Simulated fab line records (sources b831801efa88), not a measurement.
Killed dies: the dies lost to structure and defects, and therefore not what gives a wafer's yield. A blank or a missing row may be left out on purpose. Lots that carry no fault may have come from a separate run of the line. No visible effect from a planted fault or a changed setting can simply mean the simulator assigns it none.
Comparing a struck lot with a sound one / flow sky130 / 38 out of 708 route steps
Sound: these wafers, L588.2, L588.3, L588.5. Struck: wafers L572.2, L572.4, L572.5. The cause is named last.
Each step with rows lists, per side, the tool, then ch with its chambers, then its first start. Under that, the readings that differ: sound wafers / struck wafers / difference of the means / sigmas: that difference in standard deviations of wafers without a fault.
alike: readings whose means differ by less than 2 such deviations, and words and numbers that are the same on both sides. not compared: withheld readings, readings that some wafer has no value for, bounds like >300 that may hide the same value, and numbers for which the record gives no deviation and whose values overlap.
A row with sigmas, a row that says differs or no value, or rows on one side alone: a step with any of these is where the two part. Numbers that don't overlap but have no deviation are shown without sigmas and don't part them. Lack of a reading on every wafer of one side parts them only where that side has two or more wafers.

first, 10 steps without rows for these wafers: SKY_LDD_HVP_HMDS_01 (prime time 60 s); SKY_LDD_HVP_COAT_02 (resist thk 300 nm); SKY_LDD_HVP_SOFTBAKE_03 (time 60 s); SKY_LDD_HVP_EXPOSE_04 (exposes mask HVPTM, target cd 700 nm); SKY_LDD_HVP_PEB_05; SKY_LDD_HVP_DEVELOP_06 (develop time 60 s); SKY_LDD_HVP_IMPLANT_08; SKY_LDD_HVP_STRIP_09 (strips in O2/N2); SKY_LDD_LDN_DEHYDRATE_00 (time 60 s); SKY_LDD_LDN_HMDS_01 (prime time 60 s).
SKY_LDD_LDN_COAT_02: resist thk 1140 nm.
  sound on litho-track-04 ch 0, day 29 18:57; struck on litho-track-03, day 25 07:23
  no value came back on the struck wafers for chill-plate-temp-C (C), dispense-pressure-kPa (kPa); on the sound wafers chill-plate-temp-C (C) reads 22.94 22.99 23.00
then, 4 steps without rows for these wafers: SKY_LDD_LDN_SOFTBAKE_03 (time 60 s); SKY_LDD_LDN_EXPOSE_04 (exposes mask LDNTM, target cd 700 nm); SKY_LDD_LDN_PEB_05; SKY_LDD_LDN_DEVELOP_06 (develop time 60 s).
SKY_LDD_LDN_OVL_MEAS_07:
  struck on overlay-01, day 25 22:13; sound on overlay-01, day 30 08:58
reading=LDD_LDN_OVL (nm); sound=-2.4 -1.2 -1.3; struck=- - -; difference=no value on the struck wafers; sigmas=
then, 20 steps without rows for these wafers: SKY_LDD_LDN_IMPLANT_08; SKY_LDD_LDN_IMPLANT_09; SKY_LDD_LDN_IMPLANT_10; SKY_LDD_LDN_IMPLANT_11; SKY_LDD_LDN_STRIP_12 (strips in O2/N2); SKY_LDD_LDN_CLEAN_14 (cleans in SC1/SC2, time 150 s); SKY_SPACER_CVD_00 (deposits Si3N4 from DCS/NH3, target thk 43.1 nm, time 740 s); SKY_SPACER_ETCHBACK_02 (etches Si3N4 in CH3F/O2, stops on SiO2, time 46.7 s, target depth 45 nm); SKY_POLY_CUT_DEHYDRATE_00 (time 60 s); SKY_POLY_CUT_HMDS_01 (prime time 60 s); SKY_POLY_CUT_COAT_02 (resist thk 59.48 nm); SKY_POLY_CUT_COAT_03 (resist thk 450 nm); SKY_POLY_CUT_SOFTBAKE_04 (time 90 s); SKY_POLY_CUT_EXPOSE_05 (exposes mask NPCM, target cd 270 nm); SKY_POLY_CUT_PEB_06; SKY_POLY_CUT_DEVELOP_07 (develop time 60 s); SKY_POLY_CUT_ETCH_10 (etches BARC in N2/H2, stops on SiO2, time 45.9 s, target depth 60 nm); SKY_POLY_CUT_ETCH_11 (etches Si3N4 in CF4/CH2F2/Ar, stops on poly-Si, time 42.5 s, target depth 60 nm); SKY_POLY_CUT_STRIP_12 (strips in O2/N2); SKY_SD_P_DEHYDRATE_00 (time 60 s).
-- record jumps: 4 days separate the struck wafers' starts on either side; left off in module SD_P, taken up again in module RES_XHIGH, whose first shown step is the route's number 341 --
SKY_RES_XHIGH_TW_MEAS_09:
  struck on film-metro-04, day 29 15:09; sound on film-metro-02, day 33 23:21
reading=RES_XHIGH_TW; sound=1662 1653 1654; struck=1952 1955 1957; difference=+298; sigmas=+20
-- record jumps: 18 days separate the struck wafers' starts on either side; left off in module RES_XHIGH, taken up again in module PAD_OPEN, whose first shown step is the route's number 708 --
SKY_PAD_OPEN_PROBE_99:
  struck on prober-02, day 47 21:56; sound on prober-02, day 50 15:41
reading=killed-at-front-end; sound=14 17 17; struck=427 429 414; difference=+407; sigmas=+99 or more
reading=killed-dies; sound=66 85 86; struck=492 492 492; difference=+413; sigmas=+45
reading=killed-on-rim; sound=11 15 18; struck=96 96 96; difference=+81; sigmas=+20
reading=model.etest.pfet_01v8.r-on-ohm-um; sound=2916 2976 2943; struck=7601 7937 7892; difference=+4865; sigmas=
reading=model.etest.tip_p_5v.rs-ohm-sq; sound=2876 2868 2862; struck=7700 7544 7596; difference=+4745; sigmas=
reading=model.etest.tip_n_5v.rs-ohm-sq; sound=1350 1354 1359; struck=974.4 976 982.3; difference=-376.8; sigmas=
reading=model.etest.pfet-g5v0d10v5.r-on-ohm-um; sound=4599 4615 4592; struck=4787 4778 4886; difference=+215; sigmas=
reading=model.etest.pfet_01v8.drive-ua-um; sound=191.5 186.3 188.4; struck=70.69 67.01 66.65; difference=-120.62; sigmas=
reading=model.etest.tip_p_5v.rs-ohm-sq-range; sound=87.18 112.6 76.21; struck=151 172.6 271.3; difference=+106; sigmas=
reading=model.etest.pfet_01v8_hvt.drive-ua-um; sound=142.2 136.5 139.8; struck=47.22 44.31 44.98; difference=-94.00; sigmas=
reading=model.etest.sram-pfet-latch.drive-ua-um; sound=143.4 130.5 136.3; struck=47.32 46.74 46.42; difference=-89.91; sigmas=
  alike: killed_at_M0_to_M3, killed_at_M4_up, killed-at-contacts, killed-at-other, killed-open, killed-short

== WHERE THEY PART ==
Last at SKY_PAD_OPEN_PROBE_99 as far as this record goes, first at SKY_LDD_LDN_COAT_02.

WHY: what had been put in by the simulator
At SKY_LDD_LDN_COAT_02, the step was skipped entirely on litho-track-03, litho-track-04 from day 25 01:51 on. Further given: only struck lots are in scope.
